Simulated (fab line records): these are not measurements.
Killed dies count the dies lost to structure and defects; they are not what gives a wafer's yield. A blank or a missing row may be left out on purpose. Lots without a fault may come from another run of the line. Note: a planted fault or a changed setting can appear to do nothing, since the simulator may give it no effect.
Which of the tools did it?	flow sky130	33 wafers from 11 lots sampled at 5 of the route's 708 steps

== WHAT THE GAUGES READ, wafer by wafer ==
SKY_SD_P_OVL_MEAS_08. Usual: SD_P_OVL typically reads 0.7 nm, with standard deviation 1.4.
lot	measured	on	SD_P_OVL (nm)	flag
L738	day 25 15:08	overlay-02	0.5 -0.4 -0.2	
L739	day 25 23:01	overlay-01	-0.9 -1.4 -0.5	
L740	day 26 08:02	overlay-01	2.8 2.5 2.7	
L741	day 26 22:46	overlay-01	0.1 -0.3 1.1	
L743	day 27 19:56	overlay-02	4.4 3.5 3.1	
L744	day 27 22:46	overlay-01	0.5 0.2 0.6	
L752	day 30 18:11	overlay-02	-1.9 -0.6 -1.2	
L753	day 31 05:14	overlay-02	0.3 1.4 1.0	
L756	day 32 02:49	overlay-02	-0.5 1.5 1.8	
L757	day 32 03:29	overlay-01	-1.5 1.0 1.6	
L758	day 32 15:29	overlay-01	2.1 1.6 0.1	

SKY_SD_N_RS_MEAS_16: the measuring method here is four-point-probe. Usual: SD_N_RS typically reads 68.56 ohm/sq, with standard deviation 0.1.
lot	measured	on	SD_N_RS (ohm/sq)	flag
L738	day 28 03:36	film-metro-04	68.74 68.55 68.68	
L739	day 28 10:17	film-metro-01	68.58 68.57 68.59	
L740	day 28 19:29	film-metro-01	68.47 68.56 68.55	
L741	day 29 10:05	film-metro-04	68.72 68.57 68.66	
L743	day 30 05:50	film-metro-01	68.47 68.49 68.59	
L744	day 30 08:32	film-metro-04	68.58 68.57 68.75	
L752	day 33 02:53	film-metro-04	70.66 70.58 70.69	OFF
L753	day 33 12:08	film-metro-01	70.50 70.42 70.47	OFF
L756	day 34 08:48	film-metro-04	68.58 68.39 68.45	
L757	day 34 10:17	film-metro-01	68.76 68.51 68.35	
L758	day 34 21:02	film-metro-01	68.48 68.45 68.75	

SKY_CONTACT_OVL_MEAS_15. Usual: CONTACT_OVL typically reads 0 nm, with standard deviation 5.7.
lot	measured	on	CONTACT_OVL (nm)	flag
L738	day 31 20:22	overlay-01	-7 4 -5	
L739	day 32 00:49	overlay-02	0 1 1	
L740	day 32 10:20	overlay-01	6 8 9	
L741	day 33 00:51	overlay-01	1 6 0	
L743	day 33 19:06	overlay-01	0 -4 -7	
L744	day 33 22:19	overlay-02	6 5 14	
L752	day 36 14:43	overlay-02	-1 3 0	
L753	day 37 00:16	overlay-02	-1 -3 11	
L756	day 37 19:39	overlay-02	4 2 6	
L757	day 37 19:55	overlay-02	8 13 -1	
L758	day 38 07:04	overlay-02	-9 -9 -9	

== EACH LOT AND THE TOOL THAT RAN IT (in order: tool; ch and the chambers of the sampled wafers; start) ==
lot	SKY_SD_N_IMPLANT_09	SKY_SD_N_STRIP_11
L738	implanter-02 ch 0, day 28 02:55	plasma-asher-01 ch 0,1, day 28 03:12
L739	implanter-01 ch 0, day 28 09:37	plasma-asher-04 ch 0,1, day 28 09:53
L740	implanter-04 ch 0, day 28 18:48	plasma-asher-02 ch 0,1, day 28 19:06
L741	implanter-01 ch 0, day 29 09:25	plasma-asher-01 ch 0,1, day 29 09:41
L743	implanter-02 ch 0, day 30 05:10	plasma-asher-01 ch 0,1, day 30 05:26
L744	implanter-04 ch 0, day 30 07:51	plasma-asher-04 ch 0,1, day 30 08:09
L752	implanter-01 ch 0, day 33 02:13	plasma-asher-02 ch 0,1, day 33 02:29
L753	implanter-01 ch 0, day 33 11:23	plasma-asher-02 ch 0,1, day 33 11:41
L756	implanter-02 ch 0, day 34 08:08	plasma-asher-04 ch 0,1, day 34 08:24
L757	implanter-04 ch 0, day 34 09:35	plasma-asher-04 ch 0,1, day 34 09:53
L758	implanter-04 ch 0, day 34 20:21	plasma-asher-04 ch 0,1, day 34 20:39
- SKY_SD_N_IMPLANT_09
- SKY_SD_N_STRIP_11: strips in O2/N2.

== WHAT THE TOOLS THEMSELVES READ (means of the sampled wafers that have a number; where no wafer has one, the mark that the record gives instead) ==
SKY_SD_N_IMPLANT_09. Usual: beam-on-s 18.0 s, standard deviation 1.1; end-station-pressure-torr 1.34e-05 Torr, standard deviation 9.1e-07; faraday-current-uA 12218, standard deviation 710.
lot	tool	beam-on-s (s)	end-station-pressure-torr (Torr)	faraday-current-uA	flag
L738	implanter-02	16.6	1.32e-05	13172	
L739	implanter-01	19.1	1.22e-05	11518	
L740	implanter-04	17.5	1.37e-05	12458	
L741	implanter-01	19.2	1.26e-05	11405	
L743	implanter-02	16.9	1.44e-05	12932	
L744	implanter-04	17.0	1.34e-05	12907	
L752	implanter-01	15.0	1.35e-05	14575	OFF
L753	implanter-01	15.3	1.38e-05	14317	
L756	implanter-02	16.6	1.42e-05	13138	
L757	implanter-04	17.1	1.40e-05	12759	
L758	implanter-04	17.1	1.44e-05	12789	

SKY_SD_N_STRIP_11. Usual: drypump-motor-current-A 5.44 A, standard deviation 0.27; oes-product-au 0.528 a.u., standard deviation 0.0048; strip-time-to-endpoint-s 22.57 s, standard deviation 0.046.
lot	tool	drypump-motor-current-A (A)	oes-product-au (a.u.)	strip-time-to-endpoint-s (s)	flag
L738	plasma-asher-01	5.79	0.525	22.65	
L739	plasma-asher-04	5.28	0.529	22.63	
L740	plasma-asher-02	5.57	0.529	22.63	
L741	plasma-asher-01	5.83	0.526	22.55	
L743	plasma-asher-01	5.79	0.524	22.54	
L744	plasma-asher-04	5.30	0.527	22.56	
L752	plasma-asher-02	5.55	0.534	21.78	OFF
L753	plasma-asher-02	5.54	0.540	21.75	OFF
L756	plasma-asher-04	5.30	0.530	22.65	
L757	plasma-asher-04	5.13	0.527	22.56	
L758	plasma-asher-04	5.26	0.522	22.50	

== THE ANSWER, worked out from the rows above alone ==
Rule: take the mean of a lot's wafers that have a number; if it is more than 3 standard deviations from the usual mean, the lot is off. Also off: a lot with no number at a reading for which 4 or more lots have one. Any other lot the step has rows for is counted as sound. Order of review: gauges by route order, followed by the tools' own readings, for which a lot's mean as printed above is used. The first step at which some lot is off is used, and at that step the reading that is off furthest; a lot without a number counts as furthest.
Off: L752, L753, at SKY_SD_N_RS_MEAS_16 (SD_N_RS).
If a tool, at a process step before that reading, ran all the lots that are off and no sound lot after the first of them, it fits. The gauges at SKY_SD_N_RS_MEAS_16 aren't tried: what is off there is off at SKY_SD_N_STRIP_11 too, on other tools, and a gauge's error can't cause that. Can't be told from this: 2 tools fit, implanter-01 at SKY_SD_N_IMPLANT_09, plasma-asher-02 at SKY_SD_N_STRIP_11.

== WHAT THE SIMULATOR HAD PUT IN ==
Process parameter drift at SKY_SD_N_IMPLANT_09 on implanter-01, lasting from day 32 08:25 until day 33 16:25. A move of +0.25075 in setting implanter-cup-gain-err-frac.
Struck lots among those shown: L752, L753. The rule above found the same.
